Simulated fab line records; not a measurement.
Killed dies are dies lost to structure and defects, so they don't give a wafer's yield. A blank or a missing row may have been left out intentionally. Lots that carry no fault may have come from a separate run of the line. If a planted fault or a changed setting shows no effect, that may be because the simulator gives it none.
Which of the tools did it? || flow sky130 || 6 lots, 18 wafers sampled, at 1 step of a route of 708

== WHAT EACH GAUGE READ, for each wafer ==
SKY_NWELL_THK_MEAS_02.
{"lot": "L201", "measured": "day 3 03:39", "on": "film metro-02", "NWELL_OXIDATION_THK (nm)": "9.96 9.79 9.87"}
{"lot": "L213", "measured": "day 5 17:43", "on": "film metro-01", "NWELL_OXIDATION_THK (nm)": "10.00 10.11 9.93"}
{"lot": "L215", "measured": "day 6 00:26", "on": "film metro-01", "NWELL_OXIDATION_THK (nm)": "10.08 9.86 10.12"}
{"lot": "L217", "measured": "day 6 11:42", "on": "film metro-04", "NWELL_OXIDATION_THK (nm)": "10.18 10.14 10.07"}
{"lot": "L220", "measured": "day 6 23:14", "on": "film metro-04", "NWELL_OXIDATION_THK (nm)": "10.09 10.00 9.97"}
{"lot": "L222", "measured": "day 7 13:05", "on": "film metro-01", "NWELL_OXIDATION_THK (nm)": "9.93 9.94 10.04"}

== EACH LOT AND THE TOOL THAT RAN IT (in order: tool; ch and the chambers of the sampled wafers; start) ==
Record: no process step prior to these readings.

== THE ANSWER, worked out from the rows above alone ==
Rule: the lots themselves supply what counts as usual. Put in order of their means at a reading, lots are off if they are a third of the lots or fewer, leave a main group of 4 or more, and stand apart from it by a gap of 3 or more times the standard deviation of the main group's means; of several such gaps the widest counts. The tables above print the reading to a certain number of digits; a main group whose means all agree to those digits is not used. A lot without any number at a reading at which 4 lots or more have one is off too. The other lots that the step has rows for count as sound.
Nothing can be told from this: no lot is off at any reading shown.

== WHAT WAS PUT IN BY THE SIMULATOR ==
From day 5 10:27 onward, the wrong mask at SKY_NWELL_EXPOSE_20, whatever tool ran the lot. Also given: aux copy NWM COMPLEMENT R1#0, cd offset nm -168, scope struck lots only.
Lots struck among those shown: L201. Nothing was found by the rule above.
